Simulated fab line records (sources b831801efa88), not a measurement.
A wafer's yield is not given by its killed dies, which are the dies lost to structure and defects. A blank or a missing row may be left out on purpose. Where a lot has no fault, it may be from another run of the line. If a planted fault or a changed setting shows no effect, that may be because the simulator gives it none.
A struck lot beside a sound one    flow sky130    17 out of 708 route steps
Sound: wafers L276.1, L276.2, L276.5. Struck: wafer L287.3 (L287.2, L287.4, from the same lot, were not struck and are left out); the cause is given at the end.
Each step with rows lists, per side, the tool, then ch with its chambers, then its first start. Under that, the readings that differ: sound wafers    struck wafers    difference of the means    sigmas: that difference in standard deviations of wafers without a fault.
alike: a reading whose means differ by less than 2 such deviations, as well as words and numbers matching on both sides. not compared: withheld readings; readings where some wafer has no value; bounds like >300 that might hide an equal value; numbers whose values overlap and for which the record gives no deviation.
Wherever a step has rows on one side only, a row that says differs or no value, or a row with sigmas, the two part there. When numbers do not overlap yet have no deviation, they are printed without sigmas and do not part them. A reading missing from all wafers of one side parts the sides only when that side holds two or more wafers.

first, 1 step without rows for these wafers: SKY_POLY_GATE_CVD_03 (deposits Si3N4 from DCS/NH3, target thk 75 nm, time 1290 s).
SKY_POLY_GATE_THK_MEAS_04:
  sound on filmMetro-02 at day 17 14:03; struck on filmMetro-02 at day 22 02:40
  alike: POLY_GATE_CVD_03_THK
then, 8 steps without rows for these wafers: SKY_POLY_GATE_DEHYDRATE_05 (time 60 s); SKY_POLY_GATE_HMDS_06 (prime time 60 s); SKY_POLY_GATE_COAT_07 (resist thk 110 nm); SKY_POLY_GATE_COAT_08 (resist thk 450 nm); SKY_POLY_GATE_SOFTBAKE_09 (time 90 s); SKY_POLY_GATE_EXPOSE_10 (exposes mask P1M, target cd 150 nm); SKY_POLY_GATE_PEB_11; SKY_POLY_GATE_DEVELOP_12 (develop time 60 s).
SKY_POLY_GATE_CD_MEAS_13: target cd 150 nm.
  sound on cdSem-02 at day 18 20:24; struck on cdSem-01 at day 23 09:09
  alike: cdNm
SKY_POLY_GATE_OVL_MEAS_14:
  sound on overlay-01 at day 18 20:31; struck on overlay-02 at day 23 09:16
reading             sound  struck  difference  sigmas
POLY_GATE_OVL (nm)  0 0 3  -17     -18         -3
SKY_POLY_GATE_ETCH_15: etches BARC in N2/H2, stops on SiO2, time 118.5 s, target depth 110 nm.
  sound on rieDiel-01 ch 1,2, day 18 20:34; struck on rieDiel-01 ch 0, day 23 09:17
reading                                          sound              struck  difference  sigmas
biasW (W)                                        99.58 99.76 99.80  114.15  +14.44      +48
model.KrF-thick_of_POLY_GATE_COAT_08.thkNm (nm)  345.2 343.9 343.9  340.8   -3.5        
model.SiO2_of_SONOS_ONO_CVD_04.thkNm (nm)        4.268 4.267 4.237  3.884   -0.373      
  alike: drypumpMotorCurrentA, oesProductAu, rfFwdPowerW, throttleValvePct
  not compared: rfHoursCounterH
SKY_POLY_GATE_ETCH_16: etches Si3N4 in CH3F/O2, stops on poly-Si, time 147.5 s, target depth 75 nm.
  sound on rieDiel-01 ch 1,2, day 18 20:38; struck on rieDiel-01 ch 0, day 23 09:22
reading          sound              struck  difference  sigmas
rfFwdPowerW (W)  396.3 394.5 397.5  399.2   +3.1        +2
  alike: biasW, drypumpMotorCurrentA, oesProductAu, throttleValvePct
  not compared: rfHoursCounterH
SKY_POLY_GATE_ETCH_17: etches poly-Si in HBr/Cl2, stops on SiO2, target depth 180 nm, time 70.5 s.
  sound on rieSi-02 ch 0,1,2, day 18 20:44; struck on rieSi-01 ch 0, day 23 09:28
reading                                          sound              struck  difference  sigmas
model.KrF-thick_of_POLY_GATE_COAT_08.thkNm (nm)  141.8 139.9 140.2  137.8   -2.8        
  alike: biasW, drypumpMotorCurrentA, oesProductAu, rfFwdPowerW, throttleValvePct
  not compared: rfHoursCounterH
SKY_POLY_GATE_STRIP_18: strips in O2/N2.
  sound on plasmaAsher-04 ch 0,1, day 18 20:48; struck on plasmaAsher-01 ch 1, day 23 09:31
  alike: drypumpMotorCurrentA, oesProductAu, stripTimeToEndpointS
  not compared: rfHoursCounterH
SKY_PAD_OPEN_PROBE_99:
  the record has rows for the sound wafers here (prober-01, day 47 19:43) and none for the struck ones

== WHERE THEY PART ==
Earliest at SKY_POLY_GATE_OVL_MEAS_14; latest, in this record, at SKY_PAD_OPEN_PROBE_99.

WHY: whatever the simulator had introduced
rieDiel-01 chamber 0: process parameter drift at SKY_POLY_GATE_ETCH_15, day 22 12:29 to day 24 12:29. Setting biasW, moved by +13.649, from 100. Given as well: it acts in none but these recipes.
